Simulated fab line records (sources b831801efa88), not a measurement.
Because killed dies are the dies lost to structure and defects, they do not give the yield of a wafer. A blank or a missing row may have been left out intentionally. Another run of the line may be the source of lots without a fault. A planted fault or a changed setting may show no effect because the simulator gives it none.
One fault seen from 2 desks / flow sfq_line / only its own numbers are on each desk; what lay behind them is given at the end

== THE METROLOGY DESK ==
Means of the sampled wafers that have a number, per lot and without regard to the tool the lot ran on: this is what the gauges read. Any lot whose mean is over 4 standard deviations away from the usual mean is out of limits and marked OUT; that distance is given in the brackets.
Columns: A = I3_OVL at SFQ_I3_OVL_MEAS_923, usual 3 nm; B = M4_NB_RS at SFQ_M4_RS_MEAS_924, usual 0.892 ohm/sq; C = M4_OVL at SFQ_M4_OVL_MEAS_926, usual -3 nm; D = I4_BOW at SFQ_I4_BOW_MEAS_927, usual 7 um; E = I4_OVL at SFQ_I4_OVL_MEAS_928, usual 2 nm; F = JJ_NB_RS at SFQ_JJ_RS_MEAS_929, usual 1.054 ohm/sq; G = M8_BOW at SFQ_M8_BOW_MEAS_951, usual 11 um
lot=L555; first seen here=day 39 07:39; A=-0; B=0.887; C=-11; D=6; E=-4; F=1.051; G=9
lot=L557; first seen here=day 39 15:09; A=5; B=0.877; C=1; D=16; E=6; F=1.062; G=24
lot=L558; first seen here=day 40 01:56; A=1; B=0.896; C=-11; D=19; E=4; F=1.060; G=19
lot=L559; first seen here=day 41 21:10; A=7; B=0.892; C=-7; D=-4; E=-2; F=1.051; G=11
lot=L568; first seen here=day 50 05:17; A=3; B=0.915; C=-8; D=-11; E=4; F=1.047; G=-1
lot=L569; first seen here=day 50 12:11; A=9; B=0.902; C=1; D=-4; E=4; F=1.050; G=-2
lot=L578; first seen here=day 54 15:38; A=6; B=0.892; C=-0; D=-3; E=2; F=1.066; G=-5
Finding of this desk: none of the 7 lots has anything out of limits.

== THE TOOL OWNER'S DESK: krf_scanner-01 ==
The tool's own readings at SFQ_TRILAYER_M4_LITHO_EXPOSE_094 (exposes mask M4, target cd 500 nm): means of the sampled wafers that have a number, for each lot that ran on this tool. Any lot whose mean is over 4 standard deviations away from the usual mean is out of limits and marked OUT; that distance is given in the brackets.
Columns: A = exposure_dose_mJ_cm2 at SFQ_TRILAYER_M4_LITHO_EXPOSE_094, usual 14.397; B = reticle_temp_C at SFQ_TRILAYER_M4_LITHO_EXPOSE_094, usual 22.98 C
lot=L555; first seen here=day 44 23:06; A=14.394; B=23.09
lot=L557; first seen here=day 45 10:06; A=18.839 (+99 or more) OUT; B=23.11
lot=L558; first seen here=day 45 23:06; A=18.826 (+99 or more) OUT; B=22.97
lot=L559; first seen here=day 47 19:42; A=18.837 (+99 or more) OUT; B=22.92
This desk finds L557, L558, L559 out of limits, L557 being first, at day 45 10:06 (exposure_dose_mJ_cm2 at SFQ_TRILAYER_M4_LITHO_EXPOSE_094). L555: within limits.

== PUT TOGETHER ==
The tool owner's desk could have raised an alarm at day 45 10:06, on L557, L558, L559.
Nothing out of limits was seen by the metrology desk.
The metrology desk holds a record of L557, L558, L559, inside its limits.
Every lot named ran SFQ_TRILAYER_M4_LITHO_EXPOSE_094 on krf_scanner-01.

== WHAT HAD BEEN PUT IN BY THE SIMULATOR ==
Process parameter drift: krf_scanner-01, from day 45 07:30 on, at SFQ_TRILAYER_M4_LITHO_EXPOSE_094. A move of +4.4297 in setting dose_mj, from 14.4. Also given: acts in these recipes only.
Lots struck among those shown: L557, L558, L559.
Hours from the fault's start to each desk's first reading out of limits: the tool owner's desk, 3.
